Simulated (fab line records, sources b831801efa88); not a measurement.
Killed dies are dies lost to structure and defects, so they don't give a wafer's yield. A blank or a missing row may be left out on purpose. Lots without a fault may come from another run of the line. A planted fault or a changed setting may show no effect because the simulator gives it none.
fab line records | flow sky130
record lots=7 wafers=21 last_day=50
route steps=708 shown METAL2@504 VIA2@507
lots that met no fault: from a run of the same line without faults
start_h: hours from the record's first day to the start of the lot's first wafer shown | wait_h: hours since the lot's step before | " the same as in the row above | L1.1+2: a row that stands for several wafers | - no value, or no start given | * or withheld: withheld | < > ~ a bound
route shown NAME@n: a module of which the file shows steps, and the number in the route of the first | usual: mean/standard deviation of fault-free wafers | same: alike in all rows | chamber/n: place in a boat | sites: the reading at each site | _std_site: their standard deviation | _edge_site: outer sites' mean less inner sites' | radius_mm: how far each site lies from the wafer's centre | mask NAME#n: copy n | behind: the tool/chamber that last shaped the wafer | hold: why the lot was held/for how many hours/how that ended | device: the transistor (n, p or np) that didn't switch | end of line: the same wafers' tests at the end of the route | a step without rows: its recipe alone | killed: dies lost to structure and defects at the first sort, not the wafer's yield | map: a wafer's dies, x killed, . not, _ none there
set.NAME: the setting as run; set.NAME@STEP: as run at that earlier step | model.NAME: the simulator's own value behind a step, which no gauge read
lots at some steps of the route; a table a step, a row a wafer
services: from which hour (start_h, from the record's first day; less than 0 if before it) a tool's chamber was out of use, for how many hours, and why
## steps
# step SKY_METAL2_STRIP_21
# recipe chemistry=post_etch_residue_remover time_s=1200 temp_c=72.5
# step SKY_METAL2_CLEAN_22
# recipe chemistry=IPA time_s=180 temp_c=25
# step SKY_METAL2_CLEAN_23
# recipe chemistry=O3/DIW dry=n2_spin
# step SKY_VIA2_HDPCVD_00
# recipe material=SiO2 target_thk_nm=1180 sigma_open_frac=0.3 time_s=196.7 temp_c=400 sih4_flow_sccm=60 pressure_mtorr=6
# step SKY_VIA2_THK_MEAS_01
# recipe reads=SiO2_of_VIA2_HDPCVD_00
# usual VIA2_HDPCVD_THK=1170/12
# columns lot.wafer tool chamber start_h wait_h VIA2_HDPCVD_THK[nm]
L347.2 film_metro-03 - 818.54 0.1 1169
L347.4 " - " " 1167
L347.6 " - " " 1184
L360.1 film_metro-04 - 915.27 0.1 1180
L360.4 " - " " 1159
L360.6 " - " " 1168
L361.1 film_metro-04 - 922.72 0.1 1168
L361.4 " - " " 1158
L361.5 " - " " 1153
L362.1 film_metro-04 - 923.58 0.1 1180
L362.3 " - " " 1161
L362.6 " - " " 1188
L363.1 film_metro-04 - 934.83 0.1 1155
L363.4 " - " " 1165
L363.6 " - " " 1166
L364.3 film_metro-04 - 940.26 0.1 1199
L364.5 " - " " 1180
L364.6 " - " " 1169
L370.1 film_metro-02 - 986.31 0.1 1156
L370.4 " - " " 1163
L370.5 " - " " 1165
# step SKY_VIA2_CMP_02
# recipe material=SiO2 down_force_psi=4 platen_rpm=60 pad_velocity_m_s=0.94248
# usual motor_current_A=12.0/1
# columns lot.wafer tool chamber start_h wait_h motor_current_A
L347.2 cmp-01 2 818.69 0.1 13.3
L347.4 " 3 " " 10.5
L347.6 " 1 " " 12.2
L360.1 cmp-01 1 915.38 0.1 12.3
L360.4 " 2 " " 12.5
L360.6 " 1 " " 11.9
L361.1 cmp-01 3 922.86 0.1 10.8
L361.4 " 0 " " 11.4
L361.5 " 3 " " 10.6
L362.1 cmp-02 3 923.69 0.1 13.0
L362.3 " 1 " " 11.5
L362.6 " 3 " " 12.5
L363.1 cmp-02 0 934.89 0.1 13.3
L363.4 " 3 " " 12.2
L363.6 " 1 " " 11.4
L364.3 cmp-01 0 940.45 0.2 10.4
L364.6 " 1 " " 12.7
L364.5 " 2 " " 13.4
L370.1 cmp-01 1 986.42 0.1 11.9
L370.4 " 2 " " 13.4
L370.5 " 0 " " 11.1
# step SKY_VIA2_BOW_MEAS_03
# recipe mode=bow
# usual VIA2_BOW=87/7.2
# columns lot.wafer tool chamber start_h wait_h VIA2_BOW[um]
L347.2 film_metro-04 - 818.91 0.2 91
L347.4 " - " " 93
L347.6 " - " " 91
L360.1 film_metro-03 - 915.63 0.2 79
L360.4 " - " " 81
L360.6 " - " " 90
L361.1 film_metro-02 - 923.16 0.2 96
L361.4 " - " " 90
L361.5 " - " " 78
L362.1 film_metro-04 - 923.94 0.2 81
L362.3 " - " " 87
L362.6 " - " " 87
L363.1 film_metro-02 - 935.19 0.2 79
L363.4 " - " " 86
L363.6 " - " " 75
L364.3 film_metro-04 - 940.64 0.1 86
L364.5 " - " " 98
L364.6 " - " " 93
L370.1 film_metro-04 - 986.67 0.2 82
L370.4 " - " " 80
L370.5 " - " " 93
# step SKY_VIA2_DEHYDRATE_04
# recipe temp_c=200 time_s=60
# step SKY_VIA2_HMDS_05
# recipe prime_time_s=60 prime_temp_c=120
# step SKY_VIA2_COAT_06
# recipe resist=BARC temp_c=withheld time_s=withheld spin_rpm=3000 resist_thk_nm=60
# step SKY_VIA2_COAT_07
# recipe resist=KrF-thick spin_rpm=3000 resist_thk_nm=450
# step SKY_VIA2_SOFTBAKE_08
# recipe temp_c=100 time_s=90 resist=KrF-thick
# step SKY_VIA2_EXPOSE_09
# recipe mask_id=VIM2 na=0.8 source_shape=annular sigma_inner=0.55 sigma_outer=0.85 target_cd_nm=200 dose_mj=38
# usual exposure_dose_mJ_cm2=37.97/0.05 focus_offset_nm=0.1/0.48
# columns lot.wafer tool chamber start_h wait_h mask exposure_dose_mJ_cm2 focus_offset_nm
L347.2 krf_scanner-02 0 831.99 - VIM2#0 37.93 -0.4
L347.4 " 0 " " VIM2#0 37.94 -0.7
L347.6 " 0 " " VIM2#0 37.95 -0.2
L360.1 krf_scanner-02 0 929.07 - VIM2#0 37.96 -0.4
L360.4 " 0 " " VIM2#0 37.97 0.0
L360.6 " 0 " " VIM2#0 37.97 0.2
L361.1 krf_scanner-01 - 934.92 - VIM2#0 - -
L361.4 " - " " VIM2#0 - -
L361.5 " - " " VIM2#0 - -
L362.1 krf_scanner-02 - 935.73 - VIM2#0 - -
L362.3 " - " " VIM2#0 - -
L362.6 " - " " VIM2#0 - -
L363.1 krf_scanner-01 - 948.18 - VIM2#0 - -
L363.4 " - " " VIM2#0 - -
L363.6 " - " " VIM2#0 - -
L364.3 krf_scanner-02 0 953.73 - VIM2#0 37.90 0.5
L364.5 " 0 " " VIM2#0 37.95 0.3
L364.6 " 0 " " VIM2#0 37.98 0.1
L370.1 krf_scanner-01 0 998.90 - VIM2#0 38.01 0.2
L370.4 " 0 " " VIM2#0 38.00 0.4
L370.5 " 0 " " VIM2#0 37.99 -0.6
# step SKY_VIA2_PEB_10
# recipe peb_temp_c=withheld peb_time_s=withheld resist=KrF-thick
## services
# columns tool chamber start_h hours kind
krf_scanner-02 - 797.31 0.6 repair
krf_scanner-01 - 814.65 0.8 pm
krf_scanner-02 - 819.14 1.3 pm
krf_scanner-01 - 823.10 0.3 repair
krf_scanner-02 - 838.32 0.8 pm
cmp-02 - 844.24 2.1 repair
krf_scanner-02 - 847.17 0.7 repair
cmp-02 - 847.73 1.6 repair
cmp-01 - 858.16 1.7 repair
cmp-01 - 865.34 2.3 pm
cmp-02 - 893.34 0.5 repair
krf_scanner-02 - 894.12 1.0 pm
cmp-02 - 900.93 1.7 repair
cmp-02 - 912.00 4.0 pm
krf_scanner-01 - 912.53 1.3 pm
krf_scanner-01 - 915.13 1.0 pm
cmp-02 - 916.00 7.4 pm
krf_scanner-02 - 922.28 4.0 pm
cmp-01 - 927.79 3.9 repair
cmp-01 - 930.71 2.6 repair
krf_scanner-02 - 954.57 4.4 pm
krf_scanner-01 - 962.71 4.0 pm
krf_scanner-01 - 983.45 0.8 pm
krf_scanner-02 - 995.04 1.3 pm
## key
first_sign step=SKY_VIA2_EXPOSE_09 reading=tool_record direction=missing
effect none on later readings
met_at SKY_VIA2_EXPOSE_09
struck_wafers L361.1,L361.4,L361.5,L362.1,L362.3,L362.6,L363.1,L363.4,L363.6
later_rows_left_out L361.1,L361.4,L361.5,L362.1,L362.3,L362.6,L363.1,L363.4,L363.6
sort_left_out L361.1,L361.4,L361.5,L362.1,L362.3,L362.6,L363.1,L363.4,L363.6
onset_between 929.07 934.92
fault kind=skipped_step_whole tool=krf_scanner-01,krf_scanner-02 chamber=- onset_h=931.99 steps=SKY_VIA2_EXPOSE_09 scope=struck_lots_only
# sort_left_out: the simulated sort isn't trusted on such a fault, so these wafers' sort isn't shown, and their yield isn't known
# later_rows_left_out: the simulator's readings of these wafers behind a module that went badly wrong aren't trusted and aren't shown, but for the sort
